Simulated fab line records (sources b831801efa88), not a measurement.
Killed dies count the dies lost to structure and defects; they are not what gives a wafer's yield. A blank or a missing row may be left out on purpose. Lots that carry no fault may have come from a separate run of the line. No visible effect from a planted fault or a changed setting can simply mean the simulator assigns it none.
Which tool was responsible? -- flow sky130 -- route of 708 steps, sampled at 1 step: 6 lots, 18 wafers

== WHAT THE GAUGES READ, wafer by wafer ==
SKY_FIELD_ISO_THK_MEAS_02.
lot,measured,on,FIELD_ISO_OXIDATION_00_THK (nm)
L188,day 2 03:05,filmMetro-04,12.08 12.34 12.21
L192,day 2 22:38,filmMetro-01,11.77 11.97 11.88
L194,day 3 08:52,filmMetro-02,12.12 12.13 12.07
L203,day 5 08:44,filmMetro-02,12.49 12.40 12.54
L205,day 5 15:39,filmMetro-01,12.07 12.10 11.87
L207,day 6 02:01,filmMetro-02,12.06 12.15 12.17

== WHICH TOOL RAN EACH LOT (tool, then ch and the chambers of the sampled wafers, then the start) ==
No process step before these readings appears in the record.

== THE ANSWER, worked out from the rows above alone ==
Rule: usual is defined by the lots themselves. Put in order of their means at a reading, lots are off if they are a third of the lots or fewer, leave a main group of 4 or more, and stand apart from it by a gap of 3 or more times the standard deviation of the main group's means; of several such gaps the widest counts. The tables above print the reading to a certain number of digits; a main group whose means all agree to those digits is not used. A lot without any number at a reading at which 4 lots or more have one is off too. Any other lot the step has rows for is counted as sound.
No lot is off on any of the readings shown, so nothing can be concluded from this.

== WHAT THE SIMULATOR HAD INSERTED ==
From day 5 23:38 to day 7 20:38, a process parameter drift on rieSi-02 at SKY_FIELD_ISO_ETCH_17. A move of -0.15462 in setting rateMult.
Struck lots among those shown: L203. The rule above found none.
